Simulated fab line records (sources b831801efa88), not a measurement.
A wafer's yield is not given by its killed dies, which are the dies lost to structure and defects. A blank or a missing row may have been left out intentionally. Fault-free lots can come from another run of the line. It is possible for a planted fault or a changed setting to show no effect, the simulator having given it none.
Chamber matching + flow sky130 + 4 sister chambers for SKY_VIA3_CMP_24 on cmp-02
The step polishes, stops on SiO2, t overpolish 20 s, target thk 0 nm. 8 wafers are shown with their chamber, then 12 later ones without.

== EACH WAFER AND ITS CHAMBER ==
| wafer  | chamber | motor_current_A (A) | overpolish_run_s (s) |
|--------|---------|---------------------|----------------------|
| L079.1 | 0       | 12.6                | 19.998               |
| L079.5 | 1       | 12.0                | 20.006               |
| L079.3 | 1       | 11.7                | 19.998               |
| L079.6 | 0       | 12.6                | 20.005               |
| L081.2 | 2       | 10.0                | 20.013               |
| L082.1 | 2       | 9.9                 | 20.019               |
| L082.2 | 3       | 10.8                | 20.009               |
| L082.6 | 3       | 11.0                | 19.998               |

== WAFERS WHOSE CHAMBER IS MISSING ==
| wafer  | motor_current_A (A) | overpolish_run_s (s) |
|--------|---------------------|----------------------|
| L083.1 | 10.1                | 20.007               |
| L083.2 | 12.7                | 19.992               |
| L083.4 | 11.7                | 20.008               |
| L083.3 | 9.9                 | 19.988               |
| L083.5 | 11.8                | 19.976               |
| L083.6 | 12.4                | 19.981               |
| L087.1 | 10.3                | 19.997               |
| L087.2 | 12.3                | 19.996               |
| L087.3 | 10.0                | 19.985               |
| L093.2 | 11.8                | 19.992               |
| L093.4 | 12.9                | 20.006               |
| L093.5 | 11.5                | 20.000               |

== EACH ONE'S CHAMBER ==
| wafer  | from the rows above     | in truth                   |
|--------|-------------------------|----------------------------|
| L083.1 | 2                       | 2                          |
| L083.2 | 0                       | 0                          |
| L083.4 | 1                       | 1                          |
| L083.3 | 2                       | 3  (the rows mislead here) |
| L083.5 | 1                       | 1                          |
| L083.6 | can't be placed: 0 or 1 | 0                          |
| L087.1 | can't be placed: 2 or 3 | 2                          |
| L087.2 | can't be placed: 0 or 1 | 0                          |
| L087.3 | 2                       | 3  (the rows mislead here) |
| L093.2 | 1                       | 1                          |
| L093.4 | 0                       | 0                          |
| L093.5 | can't be placed: 1 or 3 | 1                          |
Correct placement for 6 of the 12. These rows do not allow placing 4 (true chamber among the candidates in 4). 2 placed wrongly.
How it was worked out, from the rows above alone: a wafer's distance from a chamber is the root of the sum, over the readings, of the square of ((its reading less the chamber's mean) divided by the reading's scatter). The wafer belongs to the nearest chamber; if the next one is less than 2 further off, it can't be placed. A chamber's mean is the mean of its shown wafers. How the scatter is found: for the shown wafers, subtract from each reading the mean of its chamber, square and add these, divide the total by (wafers less chambers), then take the root.
